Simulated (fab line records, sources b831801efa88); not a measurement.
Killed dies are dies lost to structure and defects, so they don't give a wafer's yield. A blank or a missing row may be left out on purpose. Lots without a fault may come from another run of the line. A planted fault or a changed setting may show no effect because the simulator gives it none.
Chamber matching | flow sfq_line | SFQ_TRILAYER_I1_CMP_CMP_046 on cmp-02: 4 sister chambers
The step polishes SiO2. 8 wafers are shown with their chamber, then 11 later ones without.

WAFERS WITH THEIR CHAMBER
wafer  | chamber | motor_current_A (A) | time_to_endpoint_s (s)
L985.3 | 3       | 11.5                | 221
L985.6 | 3       | 12.2                | 226
L991.4 | 2       | 9.0                 | 214
L992.2 | 0       | 9.5                 | 210
L994.3 | 1       | 10.2                | 206
L994.4 | 0       | 8.9                 | 203
L994.6 | 2       | 10.0                | 216
L100.1 | 1       | 10.5                | 202

WAFERS WITHOUT THEIR CHAMBER
wafer  | motor_current_A (A) | time_to_endpoint_s (s)
L100.2 | 9.9                 | 207
L100.3 | 12.1                | 215
L103.3 | 10.4                | 211
L103.4 | 9.4                 | 217
L103.6 | 10.0                | 217
L106.3 | 9.4                 | 203
L106.4 | 9.5                 | 209
L106.5 | 10.2                | 215
L107.1 | 12.4                | 216
L107.2 | 9.7                 | 220
L107.3 | 10.0                | 212

WHICH CHAMBER EACH WENT THROUGH
wafer  | from the rows above          | in truth
L100.2 | can't be placed: 1 or 0 or 2 | 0
L100.3 | 3                            | 3
L103.3 | can't be placed: 1 or 2 or 0 | 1
L103.4 | 2                            | 2
L103.6 | 2                            | 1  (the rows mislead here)
L106.3 | can't be placed: 0 or 1      | 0
L106.4 | can't be placed: 0 or 2 or 1 | 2
L106.5 | can't be placed: 2 or 0 or 1 | 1
L107.1 | 3                            | 3
L107.2 | 2                            | 2
L107.3 | can't be placed: 2 or 0 or 1 | 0
Placed correctly: 4 of 11. Can't be placed from these rows: 6 (the true chamber is among the candidates in 6). Placed wrongly: 1.
How it was worked out, from the rows above alone: a wafer's distance from a chamber is the root of the sum, over the readings, of the square of ((its reading less the chamber's mean) divided by the reading's scatter). The wafer belongs to the nearest chamber; if the next one is less than 2 further off, it can't be placed. A chamber's mean is the mean of its shown wafers. The scatter: the root of (the sum of the squares of (reading less its chamber's mean) over the shown wafers, divided by (wafers less chambers)).
